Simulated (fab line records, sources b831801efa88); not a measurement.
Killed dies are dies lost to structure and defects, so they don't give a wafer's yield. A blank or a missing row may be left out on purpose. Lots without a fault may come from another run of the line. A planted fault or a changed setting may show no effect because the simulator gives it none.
Which tool did it? | flow gf180mcu | 12 lots, 36 wafers sampled, at 4 steps of a route of 602

WHAT THE GAUGES READ, wafer by wafer
GF_V1_THK_MEAS_25: measures by xrf. Usual: V1_W_THK 352 nm, standard deviation 5.
lot  | measured     | on            | V1_W_THK (nm) | flag
L934 | day 18 02:40 | film_metro-01 | 350 351 352   |
L936 | day 18 21:27 | film_metro-04 | 352 343 351   |
L938 | day 19 22:55 | film_metro-03 | 352 362 354   |
L941 | day 21 03:42 | film_metro-04 | 355 350 352   |
L942 | day 21 06:19 | film_metro-04 | 352 354 349   |
L943 | day 21 12:04 | film_metro-01 | 350 346 352   |
L945 | day 22 09:52 | film_metro-03 | 349 351 348   |
L946 | day 22 16:08 | film_metro-03 | 340 351 350   |
L948 | day 23 06:38 | film_metro-03 | 355 353 354   |
L955 | day 25 19:04 | film_metro-01 | 339 340 347   |
L956 | day 26 01:26 | film_metro-01 | 349 353 349   |
L957 | day 26 10:11 | film_metro-04 | 351 354 357   |

GF_M2_CD_MEAS_14: target cd 280 nm. Usual: cd_nm 279.5 nm, standard deviation 1.1.
lot  | measured     | on        | cd_nm (nm)        | flag
L934 | day 19 03:04 | cd_sem-02 | 278.3 278.4 279.2 |
L936 | day 19 22:42 | cd_sem-02 | 279.6 280.9 281.4 |
L938 | day 20 23:20 | cd_sem-02 | 279.1 278.3 279.1 |
L941 | day 22 03:20 | cd_sem-01 | 277.8 277.4 278.0 |
L942 | day 22 06:17 | cd_sem-01 | 281.0 278.8 280.4 |
L943 | day 22 11:31 | cd_sem-01 | 279.6 280.7 280.3 |
L945 | day 23 09:26 | cd_sem-02 | 278.9 278.6 278.3 |
L946 | day 23 15:50 | cd_sem-02 | 286.0 286.6 286.5 | OFF
L948 | day 24 06:02 | cd_sem-02 | 283.5 284.4 285.0 | OFF
L955 | day 26 16:36 | cd_sem-02 | 279.2 278.0 279.3 |
L956 | day 26 22:22 | cd_sem-02 | 278.6 278.7 278.7 |
L957 | day 27 07:36 | cd_sem-02 | 279.8 280.2 280.1 |

WHICH TOOL RAN EACH LOT (tool, then ch and the chambers of the sampled wafers, then the start)
lot  | GF_V1_CMP_26                  | GF_M2_PEB_12
L934 | cmp-02 ch 0,3, day 18 02:43   | litho_track-01 ch 0, day 19 02:43
L936 | cmp-02 ch 0,1,3, day 18 21:34 | litho_track-02 ch 0, day 19 22:21
L938 | cmp-02 ch 0,1,3, day 19 23:00 | litho_track-03 ch 0, day 20 23:01
L941 | cmp-02 ch 0,2,3, day 21 03:49 | litho_track-01 ch 0, day 22 02:59
L942 | cmp-02 ch 0,1,3, day 21 06:28 | litho_track-02 ch 0, day 22 05:58
L943 | cmp-01 ch 0,2,3, day 21 12:13 | litho_track-02 ch 0, day 22 11:11
L945 | cmp-02 ch 1,2, day 22 09:56   | litho_track-01 ch 0, day 23 09:08
L946 | cmp-02 ch 1,2, day 22 16:12   | litho_track-02 ch 0, day 23 15:29
L948 | cmp-01 ch 1,2,3, day 23 06:42 | litho_track-02 ch 0, day 24 05:41
L955 | cmp-02 ch 2,3, day 25 19:07   | litho_track-01 ch 0, day 26 16:16
L956 | cmp-02 ch 0,1, day 26 01:29   | litho_track-03 ch 0, day 26 21:48
L957 | cmp-01 ch 0,1,2, day 26 10:18 | litho_track-02 ch 0, day 27 07:14
- GF_V1_CMP_26: polishes, stops on SiO2, t overpolish 15 s, target thk 0 nm.
- GF_M2_PEB_12: peb time 90 s.

WHAT THE TOOLS THEMSELVES READ (means of the sampled wafers that have a number; where no wafer has one, the mark that the record gives instead)
GF_V1_CMP_26. Usual: motor_current_A 10.3 A, standard deviation 0.78; overpolish_run_s 14.999 s, standard deviation 0.0097; time_to_endpoint_s 84 s, standard deviation 3.5.
lot  | tool   | motor_current_A (A) | overpolish_run_s (s) | time_to_endpoint_s (s) | flag
L934 | cmp-02 | 11.4                | 14.997               | 86                     |
L936 | cmp-02 | 10.3                | 14.996               | 82                     |
L938 | cmp-02 | 10.7                | 15.003               | 84                     |
L941 | cmp-02 | 10.6                | 14.992               | 86                     |
L942 | cmp-02 | 11.0                | 15.004               | 84                     |
L943 | cmp-01 | 9.4                 | 15.004               | 83                     |
L945 | cmp-02 | 10.1                | 14.999               | 85                     |
L946 | cmp-02 | 10.2                | 14.989               | 82                     |
L948 | cmp-01 | 10.4                | 14.987               | 83                     |
L955 | cmp-02 | 10.2                | 14.997               | 79                     |
L956 | cmp-02 | 10.9                | 14.996               | 85                     |
L957 | cmp-01 | 10.1                | 15.005               | 85                     |

GF_M2_PEB_12. Usual: chill_plate_temp_C 23.00 C, standard deviation 0.11; heater_power_total_W 85.69 W, standard deviation 0.084; plate_temp_C 135.02 C, standard deviation 0.15.
lot  | tool           | chill_plate_temp_C (C) | heater_power_total_W (W) | plate_temp_C (C) | flag
L934 | litho_track-01 | 23.03                  | 85.64                    | 135.30           |
L936 | litho_track-02 | 22.97                  | 85.67                    | 135.01           |
L938 | litho_track-03 | 22.81                  | 85.71                    | 134.89           |
L941 | litho_track-01 | 23.11                  | 85.76                    | 134.99           |
L942 | litho_track-02 | 22.90                  | 85.72                    | 135.08           |
L943 | litho_track-02 | 23.10                  | 85.67                    | 135.05           |
L945 | litho_track-01 | 22.90                  | 85.66                    | 134.98           |
L946 | litho_track-02 | 23.06                  | 83.86                    | 132.81           | OFF
L948 | litho_track-02 | 22.95                  | 83.74                    | 132.73           | OFF
L955 | litho_track-01 | 23.14                  | 85.75                    | 135.02           |
L956 | litho_track-03 | 23.05                  | 85.76                    | 134.81           |
L957 | litho_track-02 | 23.04                  | 85.72                    | 134.98           |

THE ANSWER, worked out from the rows above alone
Rule: a lot is off if the mean of its wafers that have a number lies more than 3 standard deviations from the usual mean. A lot without any number at a reading at which 4 lots or more have one is off too. The other lots that the step has rows for count as sound. The gauges are gone through in route order, then the tools' own readings, and for those a lot's mean is taken as printed above. The first step at which some lot is off is used, and at that step the reading that is off furthest; a lot without a number counts as furthest.
Off: L946, L948, at GF_M2_CD_MEAS_14 (cd_nm).
A tool fits if, at a process step before that reading, it ran every lot that is off, and no sound lot after the first of them. The gauges at GF_M2_CD_MEAS_14 aren't tried: what is off there is off at GF_M2_PEB_12 too, on other tools, and a gauge's error can't cause that. None of those tried fits.

WHAT THE SIMULATOR HAD PUT IN
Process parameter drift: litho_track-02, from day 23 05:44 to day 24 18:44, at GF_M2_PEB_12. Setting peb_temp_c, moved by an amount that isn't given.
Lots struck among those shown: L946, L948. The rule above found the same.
